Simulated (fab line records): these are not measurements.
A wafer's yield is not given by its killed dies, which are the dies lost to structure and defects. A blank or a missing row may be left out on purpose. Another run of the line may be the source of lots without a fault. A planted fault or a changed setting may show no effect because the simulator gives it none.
Which of the tools did it? | flow sky130 | 24 lots, 72 wafers sampled, at 1 step of a route of 708

== WHAT THE GAUGES SHOWED, per wafer ==
SKY_VIA1_BOW_MEAS_03.
lot  | measured     | on            | VIA1_BOW (um)
L074 | day 32 03:53 | film-metro-04 | 77 78 70
L075 | day 33 01:03 | film-metro-04 | 83 81 82
L076 | day 33 02:28 | film-metro-04 | 75 84 84
L077 | day 33 12:40 | film-metro-04 | 91 74 72
L078 | day 34 20:01 | film-metro-03 | 82 82 77
L079 | day 35 02:50 | film-metro-03 | 83 74 88
L080 | day 35 04:27 | film-metro-02 | 86 80 69
L081 | day 35 05:10 | film-metro-04 | 84 75 75
L082 | day 35 09:29 | film-metro-03 | 78 79 100
L083 | day 35 17:40 | film-metro-03 | 77 84 79
L085 | day 36 03:34 | film-metro-03 | 82 73 74
L084 | day 36 06:04 | film-metro-03 | 67 81 78
L086 | day 36 10:44 | film-metro-03 | 88 90 85
L087 | day 36 19:50 | film-metro-03 | 68 83 72
L088 | day 37 01:55 | film-metro-04 | 83 77 84
L090 | day 38 08:46 | film-metro-04 | 87 78 86
L091 | day 38 12:47 | film-metro-03 | 81 89 73
L089 | day 38 16:22 | film-metro-04 | 76 69 83
L092 | day 38 16:56 | film-metro-02 | 81 70 84
L093 | day 38 19:08 | film-metro-04 | 74 75 81
L094 | day 39 13:14 | film-metro-02 | 83 65 76
L095 | day 39 23:26 | film-metro-03 | 85 88 75
L097 | day 40 00:25 | film-metro-02 | 86 80 79
L096 | day 40 04:37 | film-metro-03 | 84 76 82

== TOOL THAT RAN EACH LOT (tool first, then ch and the chambers of the sampled wafers, then the start) ==
Before these readings, the record contains no process step.

== WHAT THE TOOLS THEMSELVES READ (means of the sampled wafers that have a number; where no wafer has one, the mark that the record gives instead) ==
The record holds no such reading with a usual standard deviation.

== THE ANSWER, worked out from the rows above alone ==
Rule: what is usual is taken from the lots themselves. The widest of any qualifying gaps counts: lots, ordered by their means at a reading, are off when they make up no more than a third of the lots, leave a main group of 4 or more, and stand apart from it by 3 or more times the standard deviation of that group's means. Not used: any main group whose means are identical at the precision the tables above print for the reading. Also off: a lot with no number at a reading for which 4 or more lots have one. Any other lot the step has rows for is counted as sound. The gauges are gone through in route order, then the tools' own readings, and for those a lot's mean is taken as printed above. At the first step where some lot is off, the reading lying furthest off is the one used; lots without a number count as furthest.
Across all readings shown, no lot is off: no conclusion can be drawn from this.

== WHAT THE SIMULATOR HAD PUT IN ==
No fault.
